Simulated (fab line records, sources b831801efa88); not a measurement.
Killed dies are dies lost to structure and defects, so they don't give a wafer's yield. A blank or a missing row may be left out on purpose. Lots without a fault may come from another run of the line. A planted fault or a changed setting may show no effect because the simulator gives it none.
One fault seen from 2 desks | flow gf180mcu | each desk has only its own numbers; what lay behind them comes last

THE TOOL OWNER'S DESK: pvd_sputter-04
The tool's own readings at GF_M3_SPUTTER_00 (material Ti, target thk 37.5 nm, time 150 s): means of the sampled wafers that have a number, for each lot that ran on this tool. A lot is out of limits, marked OUT, if its mean lies more than 4 standard deviations from the usual mean; the brackets give that distance.
Columns: A = throttle_valve_pct at GF_M3_SPUTTER_00, usual 30.4 %
lot  | first seen here | A
L766 | day 23 15:13    | 30.6
L770 | day 25 00:22    | 30.1
L779 | day 27 07:41    | 30.6
L780 | day 27 19:10    | 30.3
This desk's finding: nothing out of limits on any of the 4 lots.

THE METROLOGY DESK
What the gauges read, lot by lot, whatever tool the lot ran on: means of the sampled wafers that have a number. A lot is out of limits, marked OUT, if its mean lies more than 4 standard deviations from the usual mean; the brackets give that distance.
Columns: A = V2_OVL at GF_V2_OVL_MEAS_15, usual -3 nm; B = V2_W_RS at GF_V2_RS_MEAS_24, usual 0.325 ohm/sq; C = V2_W_THK at GF_V2_THK_MEAS_25, usual 346 nm
lot  | first seen here | A  | B     | C
L757 | day 20 01:55    | 2  | 0.324 | 345
L766 | day 23 13:47    | -5 | 0.329 | 339
L770 | day 24 22:55    | 1  | 0.330 | 337
L774 | day 26 02:04    | -1 | 0.328 | 348
L779 | day 27 05:54    | -8 | 0.325 | 344
L780 | day 27 17:44    | -6 | 0.320 | 346
This desk's finding: nothing out of limits on any of the 6 lots.

PUT TOGETHER
The tool owner's desk saw nothing out of limits.
The metrology desk saw nothing out of limits.

WHAT THE SIMULATOR HAD PUT IN
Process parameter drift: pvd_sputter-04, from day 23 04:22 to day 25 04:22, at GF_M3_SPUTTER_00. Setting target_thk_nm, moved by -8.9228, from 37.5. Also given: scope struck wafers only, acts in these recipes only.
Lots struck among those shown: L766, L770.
